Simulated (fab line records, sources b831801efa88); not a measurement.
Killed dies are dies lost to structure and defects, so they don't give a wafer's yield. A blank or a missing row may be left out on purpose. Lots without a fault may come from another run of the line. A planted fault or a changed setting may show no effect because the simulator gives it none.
Which tool did it? | flow sfq_line | 14 lots, 42 wafers sampled, at 6 steps of a route of 325

WHAT THE GAUGES READ, wafer by wafer
SFQ_I2_OVL_MEAS_918.
lot  | measured     | on         | I2_OVL (nm)
L812 | day 23 12:50 | overlay-02 | 0 -2 0
L813 | day 24 00:38 | overlay-01 | 5 -1 1
L814 | day 24 12:38 | overlay-01 | 6 7 7
L816 | day 26 03:00 | overlay-02 | 11 0 4
L817 | day 26 04:12 | overlay-02 | 3 -1 4
L818 | day 26 07:47 | overlay-01 | -14 -4 -16
L820 | day 31 22:56 | overlay-01 | -8 -9 1
L823 | day 32 04:56 | overlay-01 | 4 -2 -2
L824 | day 32 06:08 | overlay-01 | -9 -2 -14
L831 | day 32 22:57 | overlay-01 | -2 -6 -5
L832 | day 33 00:08 | overlay-02 | 9 -2 -4
L833 | day 33 04:56 | overlay-01 | 8 11 9
L834 | day 33 09:45 | overlay-01 | 4 -2 5
L835 | day 33 12:08 | overlay-02 | 1 4 3

SFQ_M3_RS_MEAS_919: measures by four-point-probe.
lot  | measured     | on            | M3_NB_RS (ohm/sq)
L812 | day 23 13:56 | film_metro-03 | 0.889 0.901 0.903
L813 | day 24 01:43 | film_metro-02 | 0.884 0.877 0.880
L814 | day 24 13:43 | film_metro-03 | 0.871 0.875 0.869
L816 | day 26 04:43 | film_metro-02 | 0.901 0.908 0.901
L817 | day 26 05:19 | film_metro-01 | 0.885 0.895 0.889
L818 | day 26 09:29 | film_metro-03 | 0.873 0.874 0.880
L820 | day 32 00:02 | film_metro-03 | 0.891 0.882 0.889
L823 | day 32 06:02 | film_metro-01 | 0.874 0.877 0.882
L824 | day 32 07:14 | film_metro-02 | 0.903 0.890 0.900
L831 | day 33 00:04 | film_metro-01 | 0.896 1.351 1.340
L832 | day 33 01:25 | film_metro-03 | 0.905 0.895 0.895
L833 | day 33 06:01 | film_metro-02 | 0.902 0.887 1.368
L834 | day 33 10:52 | film_metro-02 | 0.920 0.904 0.916
L835 | day 33 13:14 | film_metro-02 | 0.902 0.900 0.906

SFQ_I3_OVL_MEAS_923.
lot  | measured     | on         | I3_OVL (nm)
L812 | day 30 15:16 | overlay-01 | 4 -1 1
L813 | day 31 02:32 | overlay-02 | -6 -4 -5
L814 | day 31 16:56 | overlay-02 | -9 -4 -4
L816 | day 34 10:56 | overlay-01 | 0 -8 1
L817 | day 34 14:33 | overlay-01 | -4 -10 1
L818 | day 34 21:44 | overlay-01 | 9 6 10
L820 | day 38 12:47 | overlay-02 | -3 3 -2
L823 | day 38 18:47 | overlay-02 | -7 -14 -2
L824 | day 38 21:47 | overlay-01 | 0 -9 -9
L831 | day 39 15:30 | overlay-02 | -10 -10 -11
L832 | day 39 17:53 | overlay-02 | 0 -2 -3
L833 | day 39 20:17 | overlay-01 | -2 2 2
L834 | day 40 01:01 | overlay-01 | 0 4 2
L835 | day 40 03:05 | overlay-01 | -2 -7 -3

WHICH TOOL RAN EACH LOT (tool, then ch and the chambers of the sampled wafers, then the start)
lot  | SFQ_TRILAYER_I1_METRO_MEASURE_047 | SFQ_TRILAYER_M3_DEP_SPUTTER_073 | SFQ_TRILAYER_M3_ETCH_METAL_ETCH_078
L812 | film_metro-01, day 15 07:47       | pvd_sputter-06, day 23 13:50    | rie_metal-02 ch 1, day 24 03:08
L813 | film_metro-01, day 15 22:35       | pvd_sputter-03, day 24 01:38    | rie_metal-02 ch 0,1, day 24 10:20
L814 | film_metro-01, day 16 16:17       | pvd_sputter-03, day 24 13:38    | rie_metal-02 ch 0,1, day 24 18:44
L816 | film_metro-01, day 17 09:27       | pvd_sputter-04, day 26 04:36    | rie_metal-02 ch 0,1, day 26 12:49
L817 | film_metro-01, day 17 15:39       | pvd_sputter-03, day 26 05:11    | rie_metal-04 ch 1, day 26 18:27
L818 | film_metro-04, day 17 18:10       | pvd_sputter-06, day 26 09:23    | rie_metal-02 ch 0,1, day 27 03:35
L820 | film_metro-02, day 18 09:27       | pvd_sputter-04, day 31 23:56    | rie_metal-04 ch 0,1, day 38 04:32
L823 | film_metro-01, day 19 09:27       | pvd_sputter-03, day 32 05:56    | rie_metal-04 ch 0,1, day 38 10:32
L824 | film_metro-02, day 19 16:22       | pvd_sputter-06, day 32 07:08    | rie_metal-01 ch 0,1, day 38 11:44
L831 | film_metro-02, day 21 18:40       | pvd_sputter-06, day 32 23:56    | rie_metal-02 ch 0,1, day 39 06:59
L832 | film_metro-02, day 22 03:16       | pvd_sputter-04, day 33 01:20    | rie_metal-04 ch 0,1, day 39 09:20
L833 | film_metro-02, day 22 07:35       | pvd_sputter-06, day 33 05:56    | rie_metal-02 ch 0,1, day 39 11:44
L834 | film_metro-04, day 22 21:40       | pvd_sputter-04, day 33 10:44    | rie_metal-04 ch 0,1, day 39 16:35
L835 | film_metro-04, day 23 00:16       | pvd_sputter-03, day 33 13:09    | rie_metal-04 ch 0,1, day 39 18:56
- SFQ_TRILAYER_I1_METRO_MEASURE_047
- SFQ_TRILAYER_M3_DEP_SPUTTER_073: material Nb, target thk 200 nm, time 133.3 s.
- SFQ_TRILAYER_M3_ETCH_METAL_ETCH_078: etches Nb in Cl2/Ar, stops on SiO2, target depth 240 nm, time 120 s.

WHAT THE TOOLS THEMSELVES READ (means of the sampled wafers that have a number; where no wafer has one, the mark that the record gives instead)
SFQ_TRILAYER_I1_METRO_MEASURE_047.
lot  | tool          | thk_nm (nm)
L812 | film_metro-01 | 199.8
L813 | film_metro-01 | 201.6
L814 | film_metro-01 | 201.0
L816 | film_metro-01 | 200.7
L817 | film_metro-01 | 199.9
L818 | film_metro-04 | 201.9
L820 | film_metro-02 | 198.9
L823 | film_metro-01 | 199.3
L824 | film_metro-02 | 200.9
L831 | film_metro-02 | 198.6
L832 | film_metro-02 | 198.7
L833 | film_metro-02 | 200.0
L834 | film_metro-04 | 198.5
L835 | film_metro-04 | 199.7

SFQ_TRILAYER_M3_DEP_SPUTTER_073.
lot  | tool           | base_pressure_pa (Pa) | cathode_dc_power_W (W) | throttle_valve_pct (%)
L812 | pvd_sputter-06 | 1.39e-06              | 1999.8                 | 29.8
L813 | pvd_sputter-03 | 1.24e-06              | 2000.2                 | 29.4
L814 | pvd_sputter-03 | 1.26e-06              | 2000.1                 | 29.4
L816 | pvd_sputter-04 | 1.39e-06              | 1999.7                 | 29.1
L817 | pvd_sputter-03 | 1.33e-06              | 1999.8                 | 29.0
L818 | pvd_sputter-06 | 1.26e-06              | 2000.1                 | 30.4
L820 | pvd_sputter-04 | 1.26e-06              | 2000.0                 | 29.0
L823 | pvd_sputter-03 | 1.26e-06              | 2000.1                 | 29.2
L824 | pvd_sputter-06 | 1.26e-06              | 1999.9                 | 30.4
L831 | pvd_sputter-06 | 1.35e-06              | 1999.7                 | 30.7
L832 | pvd_sputter-04 | 1.28e-06              | 1999.9                 | 29.9
L833 | pvd_sputter-06 | 1.32e-06              | 2000.2                 | 29.6
L834 | pvd_sputter-04 | 1.31e-06              | 1999.8                 | 29.6
L835 | pvd_sputter-03 | 1.42e-06              | 2000.1                 | 29.7

SFQ_TRILAYER_M3_ETCH_METAL_ETCH_078.
lot  | tool         | drypump_motor_current_A (A) | oes_product_au (a.u.)
L812 | rie_metal-02 | 5.70                        | 0.885
L813 | rie_metal-02 | 5.55                        | 0.898
L814 | rie_metal-02 | 5.61                        | 0.903
L816 | rie_metal-02 | 5.59                        | 0.883
L817 | rie_metal-04 | 5.47                        | 0.897
L818 | rie_metal-02 | 5.61                        | 0.904
L820 | rie_metal-04 | 5.25                        | 0.895
L823 | rie_metal-04 | 5.08                        | 0.900
L824 | rie_metal-01 | 5.38                        | 0.893
L831 | rie_metal-02 | 5.57                        | 0.778
L832 | rie_metal-04 | 5.28                        | 0.890
L833 | rie_metal-02 | 5.62                        | 0.832
L834 | rie_metal-04 | 5.06                        | 0.886
L835 | rie_metal-04 | 5.08                        | 0.894

THE ANSWER, worked out from the rows above alone
Rule: what is usual is taken from the lots themselves. Put in order of their means at a reading, lots are off if they are a third of the lots or fewer, leave a main group of 4 or more, and stand apart from it by a gap of 3 or more times the standard deviation of the main group's means; of several such gaps the widest counts. A main group whose means are all the same, to the digits that the tables above print for the reading, isn't used. A lot without any number at a reading at which 4 lots or more have one is off too. The other lots that the step has rows for count as sound. The gauges are gone through in route order, then the tools' own readings, and for those a lot's mean is taken as printed above. The first step at which some lot is off is used, and at that step the reading that is off furthest; a lot without a number counts as furthest.
Off: L831, L833, at SFQ_M3_RS_MEAS_919 (M3_NB_RS). The main group: mean 0.891 ohm/sq, standard deviation 0.012.
A tool fits if, at a process step before that reading, it ran every lot that is off, and no sound lot after the first of them. The gauges at SFQ_M3_RS_MEAS_919 aren't tried: what is off there is off at SFQ_TRILAYER_M3_ETCH_METAL_ETCH_078 too, on other tools, and a gauge's error can't cause that. One fits: pvd_sputter-06 at SFQ_TRILAYER_M3_DEP_SPUTTER_073. Its last sound lot is L824 (day 32 07:08), its first lot that is off L831 (day 32 23:56): a fault that began between those two fits.

WHAT THE SIMULATOR HAD PUT IN
Process parameter drift: pvd_sputter-06, from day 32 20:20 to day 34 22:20, at SFQ_TRILAYER_M3_DEP_SPUTTER_073. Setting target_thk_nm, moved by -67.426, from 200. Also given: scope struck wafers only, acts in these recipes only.
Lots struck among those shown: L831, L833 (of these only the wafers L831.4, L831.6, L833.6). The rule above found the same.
